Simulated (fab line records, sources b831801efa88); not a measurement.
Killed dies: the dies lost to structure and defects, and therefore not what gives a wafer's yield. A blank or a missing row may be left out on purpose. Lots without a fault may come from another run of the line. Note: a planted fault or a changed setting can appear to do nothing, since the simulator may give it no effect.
Shared-tool check + flow sky130 + Sample size 10 lots and 30 wafers

## WHY THIS WAS OPENED
Of 10 lots, 2 have the reading LOCAL_INTERCONNECT_TIN_RS flagged at SKY_LOCAL_INTERCONNECT_RS_MEAS_01. No-fault wafers: 14.12 ohm/sq, standard deviation 0.13.
Rule: flag the lot when none of its wafers has a number, or when each of its wafers that has one lies beyond 4 standard deviations from that mean. All remaining lots are regarded as sound.

| lot  | measured     | on            | LOCAL_INTERCONNECT_TIN_RS (ohm/sq), wafer by wafer | flag    |
|------|--------------|---------------|----------------------------------------------------|---------|
| L872 | day 30 12:45 | film-metro-01 | 14.08 14.07 13.84                                  |         |
| L871 | day 30 18:07 | film-metro-04 | 13.90 14.02 13.97                                  |         |
| L875 | day 32 12:28 | film-metro-01 | 13.02 12.95 12.98                                  | FLAGGED |
| L877 | day 32 13:09 | film-metro-01 | 12.93 13.04 13.06                                  | FLAGGED |
| L880 | day 34 12:03 | film-metro-04 | 14.10 14.39 14.24                                  |         |
| L884 | day 34 16:44 | film-metro-03 | 14.11 14.00 14.12                                  |         |
| L885 | day 34 18:46 | film-metro-04 | 14.13 14.15 13.98                                  |         |
| L886 | day 34 21:45 | film-metro-04 | 14.12 14.25 14.03                                  |         |
| L889 | day 35 23:33 | film-metro-01 | 14.28 14.18 14.37                                  |         |
| L891 | day 36 21:39 | film-metro-01 | 14.24 14.17 14.20                                  |         |
On average the flagged lots' numbers are 13.00 ohm/sq, which is -1.12 ohm/sq against the usual, or -9 standard deviations.

## WHICH TOOL EACH LOT WENT THROUGH
The record holds 2 process steps before the reading, out of a route of 708 steps. Read each cell as the tool, then ch plus the chambers that the sampled wafers visited, then the start.
| lot  | flag    | SKY_SD_N_STRIP_11                    | SKY_LOCAL_INTERCONNECT_SPUTTER_00 |
|------|---------|--------------------------------------|-----------------------------------|
| L872 |         | plasma-asher-03 ch 1, day 29 05:11   | pvd-sputter-02, day 30 12:40      |
| L871 |         | plasma-asher-04 ch 0, day 29 10:59   | pvd-sputter-02, day 30 18:03      |
| L875 | FLAGGED | plasma-asher-01 ch 0,1, day 31 05:30 | pvd-sputter-02, day 32 12:24      |
| L877 | FLAGGED | plasma-asher-03 ch 0,1, day 31 07:22 | pvd-sputter-02, day 32 13:05      |
| L880 |         | plasma-asher-01 ch 0,1, day 33 07:01 | pvd-sputter-01, day 34 11:59      |
| L884 |         | plasma-asher-03 ch 0,1, day 33 10:53 | pvd-sputter-01, day 34 16:38      |
| L885 |         | plasma-asher-03 ch 0,1, day 33 13:55 | pvd-sputter-01, day 34 18:41      |
| L886 |         | plasma-asher-04 ch 0,1, day 33 17:11 | pvd-sputter-04, day 34 21:39      |
| L889 |         | plasma-asher-03 ch 0,1, day 34 18:43 | pvd-sputter-01, day 35 23:27      |
| L891 |         | plasma-asher-03 ch 0,1, day 35 16:52 | pvd-sputter-04, day 36 21:34      |
What is done by these steps:
- SKY_SD_N_STRIP_11: strips in O2/N2.
- SKY_LOCAL_INTERCONNECT_SPUTTER_00: material TiN, target thk 100 nm, time 83.3 s.
- SKY_LOCAL_INTERCONNECT_RS_MEAS_01: measures by four-point-probe.

## FLAGGED AGAINST TOTAL, ONE TOOL AT A TIME (gauges that did the reading follow at the end)
| step                              | tool            | lots run | flagged | share of the flagged lots | sound lots run after its first flagged lot |
|-----------------------------------|-----------------|----------|---------|---------------------------|--------------------------------------------|
| SKY_SD_N_STRIP_11                 | plasma-asher-01 | 2        | 1       | some                      | 1 (L880)                                   |
| SKY_SD_N_STRIP_11                 | plasma-asher-03 | 6        | 1       | some                      | 4 (L884,L885,L889,L891)                    |
| SKY_SD_N_STRIP_11                 | plasma-asher-04 | 2        | 0       | none                      | -                                          |
| SKY_LOCAL_INTERCONNECT_SPUTTER_00 | pvd-sputter-01  | 4        | 0       | none                      | -                                          |
| SKY_LOCAL_INTERCONNECT_SPUTTER_00 | pvd-sputter-02  | 4        | 2       | all                       | 0                                          |
| SKY_LOCAL_INTERCONNECT_SPUTTER_00 | pvd-sputter-04  | 2        | 0       | none                      | -                                          |
| SKY_LOCAL_INTERCONNECT_RS_MEAS_01 | film-metro-01   | 5        | 2       | all                       | 2 (L889,L891)                              |
| SKY_LOCAL_INTERCONNECT_RS_MEAS_01 | film-metro-03   | 1        | 0       | none                      | -                                          |
| SKY_LOCAL_INTERCONNECT_RS_MEAS_01 | film-metro-04   | 4        | 0       | none                      | -                                          |

## THE TABLE: WHAT IT ALLOWS
pvd-sputter-02 at SKY_LOCAL_INTERCONNECT_SPUTTER_00 and film-metro-01 at SKY_LOCAL_INTERCONNECT_RS_MEAS_01 are the 2 rows of the table that ran each flagged lot.
- pvd-sputter-02 at SKY_LOCAL_INTERCONNECT_SPUTTER_00 ran 4 lots, 2 of them flagged. It ran its last sound lot, L871, at day 30 18:03 and its first flagged lot, L875, at day 32 12:24: a fault with its onset between the two fits.
- film-metro-01 at SKY_LOCAL_INTERCONNECT_RS_MEAS_01 ran 5 lots, 2 of them flagged. Sound lots followed the first flagged one (L889, L891) on it, something a lasting fault affecting the whole tool could not allow.
What remains is a single tool, pvd-sputter-02 at SKY_LOCAL_INTERCONNECT_SPUTTER_00.

## WHAT HAD BEEN PUT IN BY THE SIMULATOR
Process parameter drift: pvd-sputter-02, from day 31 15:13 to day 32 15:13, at SKY_LOCAL_INTERCONNECT_SPUTTER_00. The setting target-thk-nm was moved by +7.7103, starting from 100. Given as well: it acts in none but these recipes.
Struck lots among those shown: L875, L877. This agrees with what the rule above found.
